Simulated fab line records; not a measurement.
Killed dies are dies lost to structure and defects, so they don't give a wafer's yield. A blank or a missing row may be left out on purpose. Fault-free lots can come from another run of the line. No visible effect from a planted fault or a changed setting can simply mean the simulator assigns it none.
Matching of chambers | flow gf180mcu | cmp-02 running GF_V1_CMP_04: 4 sister chambers
The step polishes SiO2. 14 wafers are shown with their chamber, then 7 later ones without.

## EACH WAFER AND ITS CHAMBER
wafer  | chamber | motor current A (A) | time to endpoint s (s)
L532.1 | 2       | 11.0                | 84
L532.3 | 3       | 14.0                | 90
L532.6 | 0       | 11.6                | 100
L537.2 | 0       | 11.1                | 76
L537.4 | 3       | 13.7                | 86
L537.6 | 2       | 12.5                | 77
L538.1 | 2       | 12.0                | 72
L538.4 | 0       | 11.8                | 70
L538.5 | 1       | 11.9                | 74
L546.1 | 2       | 12.4                | 65
L546.2 | 1       | 10.8                | 65
L546.6 | 1       | 11.5                | 76
L547.2 | 0       | 10.8                | 89
L547.4 | 3       | 14.0                | 84

SIGNATURES (averages over the wafers above)
reading            | chamber 0 | chamber 1 | chamber 2 | chamber 3 | scatter within a chamber
motor current A    | 11.325    | 11.400    | 11.975    | 13.900    | 0.521
time to endpoint s | 83.75     | 71.67     | 74.50     | 86.67     | 9.06
Rule: a wafer's distance from a chamber is the root of the sum, over the readings, of the square of ((its reading less the chamber's mean) divided by the reading's scatter). If the next closest chamber is less than 2 further off than the closest, the wafer can't be placed; otherwise it belongs to the closest. The scatter: the root of (the sum of the squares of (reading less its chamber's mean) over the shown wafers, divided by (wafers less chambers)).

## WAFERS WITHOUT THEIR CHAMBER
wafer  | motor current A (A) | time to endpoint s (s)
L547.5 | 13.6                | 91
L551.1 | 12.3                | 81
L551.4 | 13.3                | 80
L551.5 | 12.1                | 72
L552.2 | 11.9                | 84
L552.5 | 12.6                | 76
L552.6 | 10.8                | 88

## CHAMBER TAKEN BY EACH
wafer  | from the rows above               | in truth
L547.5 | 3                                 | 3
L551.1 | can't be placed: 2 or 0 or 1      | 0
L551.4 | can't be placed: 3 or 2           | 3
L551.5 | can't be placed: 2 or 1 or 0      | 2
L552.2 | can't be placed: 2 or 0 or 1      | 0
L552.5 | can't be placed: 2 or 1 or 0 or 3 | 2
L552.6 | can't be placed: 0 or 1 or 2      | 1
Correctly placed: 1 of 7. These rows do not allow placing 6 (true chamber among the candidates in 6). 0 placed wrongly.
